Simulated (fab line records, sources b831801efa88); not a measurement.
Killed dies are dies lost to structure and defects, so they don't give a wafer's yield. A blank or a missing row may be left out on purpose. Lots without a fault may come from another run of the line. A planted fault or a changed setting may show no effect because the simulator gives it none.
Which tool did it? | flow sky130 | 11 lots, 33 wafers sampled, at 5 steps of a route of 708

WHAT THE GAUGES READ, wafer by wafer
SKY_CAPM_THK_MEAS_01. Usual: CAPM_CVD_00_THK 15.51 nm, standard deviation 0.25.
lot  | measured     | on            | CAPM_CVD_00_THK (nm) | flag
L866 | day 35 23:49 | film_metro-04 | 15.60 15.57 16.03    |
L867 | day 36 19:37 | film_metro-02 | 15.30 15.74 15.63    |
L868 | day 36 21:36 | film_metro-02 | 15.02 15.05 14.92    |
L870 | day 37 23:38 | film_metro-04 | 15.12 15.10 15.56    |
L872 | day 38 16:39 | film_metro-02 | 15.31 15.58 15.64    |
L873 | day 38 17:59 | film_metro-02 | 15.38 15.75 15.74    |
L874 | day 39 05:25 | film_metro-04 | 15.60 15.42 15.72    |
L884 | day 41 15:27 | film_metro-03 | 15.52 15.35 15.63    |
L885 | day 42 08:51 | film_metro-04 | 15.88 15.90 15.93    |
L886 | day 42 11:19 | film_metro-02 | 15.08 15.41 15.39    |
L889 | day 43 03:25 | film_metro-02 | 15.49 15.57 15.92    |

SKY_CAP2M_THK_MEAS_01. Usual: CAP2M_CVD_00_THK 15.49 nm, standard deviation 0.24.
lot  | measured     | on            | CAP2M_CVD_00_THK (nm) | flag
L866 | day 39 08:53 | film_metro-01 | 15.07 15.28 15.46     |
L867 | day 40 05:13 | film_metro-01 | 15.77 15.35 15.89     |
L868 | day 40 05:40 | film_metro-01 | 15.40 15.47 15.04     |
L870 | day 41 06:25 | film_metro-04 | 15.18 15.00 15.33     |
L872 | day 41 20:53 | film_metro-01 | 15.42 15.27 15.63     |
L873 | day 41 23:05 | film_metro-02 | 15.46 15.53 15.93     |
L874 | day 42 10:38 | film_metro-01 | 20.77 15.61 16.01     | OFF
L884 | day 44 15:51 | film_metro-04 | 15.45 15.48 15.47     |
L885 | day 45 08:13 | film_metro-02 | 15.42 15.41 15.44     |
L886 | day 45 12:52 | film_metro-01 | 15.49 15.84 15.89     |
L889 | day 46 01:25 | film_metro-01 | 15.35 15.51 15.68     |

SKY_CAP2M_OVL_MEAS_12. Usual: CAP2M_OVL -0.5 nm, standard deviation 1.3.
lot  | measured     | on         | CAP2M_OVL (nm) | flag
L866 | day 40 09:15 | overlay-02 | -2.1 -1.0 -3.1 |
L867 | day 41 05:32 | overlay-01 | -0.9 -0.7 -1.9 |
L868 | day 41 05:50 | overlay-02 | -1.5 -1.7 -1.1 |
L870 | day 42 05:37 | overlay-02 | 0.3 -0.2 -2.9  |
L872 | day 42 19:51 | overlay-01 | -0.5 -2.7 -2.7 |
L873 | day 42 21:52 | overlay-01 | 0.3 0.5 0.6    |
L874 | day 43 09:27 | overlay-02 | -0.7 0.9 0.3   |
L884 | day 45 13:34 | overlay-01 | -0.2 -0.3 -0.6 |
L885 | day 46 04:29 | overlay-01 | -1.6 1.3 0.8   |
L886 | day 46 09:40 | overlay-02 | -0.8 0.7 1.4   |
L889 | day 46 21:30 | overlay-01 | 1.2 -0.5 0.1   |

WHICH TOOL RAN EACH LOT (tool, then ch and the chambers of the sampled wafers, then the start)
lot  | SKY_METAL3_DESCUM_15              | SKY_CAP2M_CVD_00
L866 | rie_metal-03 ch 0, day 38 05:11   | pecvd-03 ch 0,1,2, day 39 08:50
L867 | rie_metal-04 ch 0,1, day 39 00:22 | pecvd-01 ch 0,1, day 40 05:11
L868 | rie_metal-02 ch 0,1, day 39 02:11 | pecvd-04 ch 0,1,2, day 40 05:38
L870 | rie_metal-02 ch 0,1, day 40 02:37 | pecvd-01 ch 0,2, day 41 06:23
L872 | rie_metal-03 ch 0,1, day 40 17:23 | pecvd-03 ch 0,1,2, day 41 20:50
L873 | rie_metal-04 ch 0,1, day 40 20:05 | pecvd-04 ch 0,2, day 41 23:02
L874 | rie_metal-04 ch 0,1, day 41 07:17 | pecvd-01 ch 0,1,2, day 42 10:35
L884 | rie_metal-02 ch 0,1, day 43 13:53 | pecvd-04 ch 0,1,2, day 44 15:50
L885 | rie_metal-03 ch 0,1, day 44 06:59 | pecvd-04 ch 0,1, day 45 08:11
L886 | rie_metal-04 ch 1, day 44 09:46   | pecvd-04 ch 0,2, day 45 12:49
L889 | rie_metal-02 ch 0,1, day 45 01:20 | pecvd-03 ch 0,2, day 46 01:23
- SKY_METAL3_DESCUM_15: chemistry O2, time 8 s.
- SKY_CAP2M_CVD_00: deposits SiO2, target thk 15.5 nm.

WHAT THE TOOLS THEMSELVES READ (means of the sampled wafers that have a number; where no wafer has one, the mark that the record gives instead)
SKY_METAL3_DESCUM_15. Usual: drypump_motor_current_A 6.0 A, standard deviation 0.57; oes_product_au 1.005 a.u., standard deviation 0.011.
lot  | tool         | drypump_motor_current_A (A) | oes_product_au (a.u.) | flag
L866 | rie_metal-03 | 6.6                         | 1.013                 |
L867 | rie_metal-04 | 6.2                         | 0.996                 |
L868 | rie_metal-02 | 6.1                         | 1.000                 |
L870 | rie_metal-02 | 5.8                         | 0.995                 |
L872 | rie_metal-03 | 6.1                         | 1.018                 |
L873 | rie_metal-04 | 5.8                         | 0.997                 |
L874 | rie_metal-04 | 6.2                         | 1.000                 |
L884 | rie_metal-02 | 5.8                         | 1.009                 |
L885 | rie_metal-03 | 5.6                         | 1.004                 |
L886 | rie_metal-04 | 6.5                         | 0.996                 |
L889 | rie_metal-02 | 6.1                         | 0.996                 |

SKY_CAP2M_CVD_00. Usual: heater_power_w 777 W, standard deviation 150.
lot  | tool     | heater_power_w (W) | flag
L866 | pecvd-03 | 722                |
L867 | pecvd-01 | 808                |
L868 | pecvd-04 | 699                |
L870 | pecvd-01 | 996                |
L872 | pecvd-03 | 668                |
L873 | pecvd-04 | 680                |
L874 | pecvd-01 | 887                |
L884 | pecvd-04 | 706                |
L885 | pecvd-04 | 732                |
L886 | pecvd-04 | 683                |
L889 | pecvd-03 | 708                |

THE ANSWER, worked out from the rows above alone
Rule: a lot is off if the mean of its wafers that have a number lies more than 3 standard deviations from the usual mean. A lot without any number at a reading at which 4 lots or more have one is off too. The other lots that the step has rows for count as sound. The gauges are gone through in route order, then the tools' own readings, and for those a lot's mean is taken as printed above. The first step at which some lot is off is used, and at that step the reading that is off furthest; a lot without a number counts as furthest.
Off: L874, at SKY_CAP2M_THK_MEAS_01 (CAP2M_CVD_00_THK).
A tool fits if, at a process step before that reading, it ran every lot that is off, and no sound lot after the first of them. The gauges at SKY_CAP2M_THK_MEAS_01 are tried like those tools. One fits: pecvd-01 at SKY_CAP2M_CVD_00. Its last sound lot is L870 (day 41 06:23), its first lot that is off L874 (day 42 10:35): a fault that began between those two fits.

WHAT THE SIMULATOR HAD PUT IN
Process parameter drift: pecvd-01, from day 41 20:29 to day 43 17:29, at SKY_CAP2M_CVD_00. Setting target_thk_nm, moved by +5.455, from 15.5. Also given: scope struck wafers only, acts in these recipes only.
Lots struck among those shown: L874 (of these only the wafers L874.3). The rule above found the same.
